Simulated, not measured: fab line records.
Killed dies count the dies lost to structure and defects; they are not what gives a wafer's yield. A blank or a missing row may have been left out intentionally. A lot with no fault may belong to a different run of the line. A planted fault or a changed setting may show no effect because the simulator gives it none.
Comparing a struck lot with a sound one + flow sky130 + 15 steps out of a route of 708
Sound: these wafers, L258.1, L258.2, L258.6. Wafers L260.4, L260.5, L260.6 were the ones struck. The cause comes at the end.
Each step with rows lists, per side, the tool, then ch with its chambers, then its first start. Under that, the readings that differ: sound wafers + struck wafers + difference of the means + sigmas: that difference in standard deviations of wafers without a fault.
alike: readings with means less than 2 such deviations apart, plus words and numbers identical on both sides. not compared: withheld readings, readings lacking a value on some wafer, bounds such as >300 that could conceal the same value, and numbers that have no deviation in the record and whose values overlap.
A row with sigmas, a row that says differs or no value, or rows on one side alone: a step with any of these is where the two part. Numbers that have no deviation but don't overlap get no sigmas and don't part them. A reading missing from all wafers of one side parts the sides only when that side holds two or more wafers.

SKY_SONOS_ONO_THK_MEAS_05:
  sound: filmMetro-03 at day 15 07:07; struck: filmMetro-03 at day 15 19:52
  alike: SONOS_ONO_CVD_04_THK
then, 7 steps without rows for these wafers: SKY_SONOS_ONO_DEHYDRATE_06 (time 60 s); SKY_SONOS_ONO_HMDS_07 (prime time 60 s); SKY_SONOS_ONO_COAT_08 (resist thk 1140 nm); SKY_SONOS_ONO_SOFTBAKE_09 (time 60 s); SKY_SONOS_ONO_EXPOSE_10 (exposes mask ONOM, target cd 410 nm); SKY_SONOS_ONO_PEB_11; SKY_SONOS_ONO_DEVELOP_12 (develop time 60 s).
SKY_SONOS_ONO_CD_MEAS_13: target cd 410 nm.
  sound: cdSem-01 at day 16 10:09; struck: cdSem-02 at day 16 23:04
  alike: cdNm
SKY_SONOS_ONO_OVL_MEAS_14:
  sound: overlay-01 at day 16 10:16; struck: overlay-01 at day 16 23:08
  alike: SONOS_ONO_OVL
SKY_SONOS_ONO_ETCH_15: etches the open film in CHF3/O2, target depth 19.52 nm, time 7.8 s.
  sound on rieDiel-04 ch 0,3, day 16 10:18; struck on rieDiel-02 ch 2,3, day 16 23:09
  alike: chf3FlowSccm, drypumpMotorCurrentA, oesProductAu, throttleValvePct
  not compared: rfHoursCounterH
then, 1 step without rows for these wafers: SKY_SONOS_ONO_WET_ETCH_16 (etches SiO2 in dHF, target depth 14 nm, time 280 s).
SKY_SONOS_ONO_STRIP_17: strips in O2/N2.
  sound on plasmaAsher-01 ch 0,1, day 16 10:25; struck on plasmaAsher-03 ch 0,1, day 16 23:19
  no value came back on the struck wafers for chamberPressureMTorr (mTorr), drypumpMotorCurrentA (A), oesProductAu (a.u.), stripTimeToEndpointS (s); on the sound wafers chamberPressureMTorr (mTorr) reads 1499.2 1500.9 1499.4
| reading                                       | sound | struck         | difference | sigmas |
|-----------------------------------------------|-------|----------------|------------|--------|
| model.NOVOLAK_of_SONOS_ONO_COAT_08.thkNm (nm) | 0 0 0 | 1125 1125 1125 | +1125      |        |
  not compared: rfHoursCounterH
then, 1 step without rows for these wafers: SKY_SONOS_ONO_WET_ETCH_18 (etches Si3N4 in H3PO4, target depth 15 nm, time 172 s).
-- a jump in the record: the struck wafers' starts before and after are 33 days apart (it breaks off in module SONOS_ONO and resumes in module PAD_OPEN, where the first step shown is number 708 of the route) --
SKY_PAD_OPEN_PROBE_99:
  sound: prober-02 at day 49 11:55; struck: prober-02 at day 49 16:31
| reading          | sound    | struck      | difference | sigmas |
|------------------|----------|-------------|------------|--------|
| killedAtFrontEnd | 9 10 10  | 429 427 435 | +421       | +93    |
| killedDies       | 91 78 74 | 492 492 492 | +411       | +44    |
| killedOnRim      | 20 16 17 | 96 96 96    | +78        | +19    |
  alike: killed_at_M0_to_M3, killed_at_M4_up, killedAtContacts, killedAtOther, killedOpen, killedShort

== WHERE THEY PART ==
Earliest at SKY_SONOS_ONO_STRIP_17; latest, in this record, at SKY_PAD_OPEN_PROBE_99.

WHY: what had been put in by the simulator
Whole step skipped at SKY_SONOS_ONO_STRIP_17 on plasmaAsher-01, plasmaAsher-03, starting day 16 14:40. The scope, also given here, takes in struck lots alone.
